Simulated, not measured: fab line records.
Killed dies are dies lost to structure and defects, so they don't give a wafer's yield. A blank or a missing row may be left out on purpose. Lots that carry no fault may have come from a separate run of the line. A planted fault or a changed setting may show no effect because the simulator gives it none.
One fault seen from 2 desks ; flow sky130 ; only its own numbers are on each desk; what lay behind them is given at the end

== AT THE TOOL OWNER'S DESK: lithoTrack-03 ==
The tool's own readings at SKY_VIA4_DEVELOP_10 (develop time 60 s): means of the sampled wafers that have a number, for each lot that ran on this tool. Marked OUT: a lot whose mean sits more than 4 standard deviations from the usual mean, which makes it out of limits; the brackets give that distance.
Columns: A = exhaustPa at SKY_VIA4_DEVELOP_10, usual 44.9 Pa
lot;first seen here;A
L952;day 43 15:42;44.7
L963;day 46 06:42;44.7
This desk's verdict: no lot among the 2 shows anything out of limits.

== FROM THE METROLOGY DESK ==
What the gauges read, lot by lot, whatever tool the lot ran on: means of the sampled wafers that have a number. Marked OUT: a lot whose mean sits more than 4 standard deviations from the usual mean, which makes it out of limits; the brackets give that distance. It has 8 readings; the 7 that lie furthest out on some lot are the ones shown.
Columns: A = VIA4_HDPCVD_THK at SKY_VIA4_THK_MEAS_01, usual 1750 nm; B = VIA4_BOW at SKY_VIA4_BOW_MEAS_03, usual 80 um; C = VIA4_OVL at SKY_VIA4_OVL_MEAS_11, usual 0.4 nm; D = VIA4_W_THK at SKY_VIA4_THK_MEAS_20, usual 515 nm; E = METAL5_ALCU_RS at SKY_METAL5_RS_MEAS_05, usual 0.0269 ohm/sq; F = METAL5_ALCU_THK at SKY_METAL5_THK_MEAS_06, usual 1151 nm; G = PASSIVATION_CVD_02_THK at SKY_PASSIVATION_THK_MEAS_03, usual 540 nm
lot;first seen here;A;B;C;D;E;F;G
L950;day 42 09:56;1743;91;-0.7;518;0.0265;1177;537
L952;day 42 16:38;1765;74;0.8;517;0.0269;1154;533
L963;day 45 09:14;1740;88;2.2;519;0.0271;1146;532
L964;day 45 21:07;1776;82;0.3;515;0.0272;1137;546
L971;day 47 12:08;1771;73;0.0;504;0.0269;1154;535
This desk's verdict: no lot among the 5 shows anything out of limits.

== BROUGHT TOGETHER ==
The tool owner's desk saw nothing out of limits.
The metrology desk saw nothing out of limits.

== WHAT HAD BEEN PUT IN BY THE SIMULATOR ==
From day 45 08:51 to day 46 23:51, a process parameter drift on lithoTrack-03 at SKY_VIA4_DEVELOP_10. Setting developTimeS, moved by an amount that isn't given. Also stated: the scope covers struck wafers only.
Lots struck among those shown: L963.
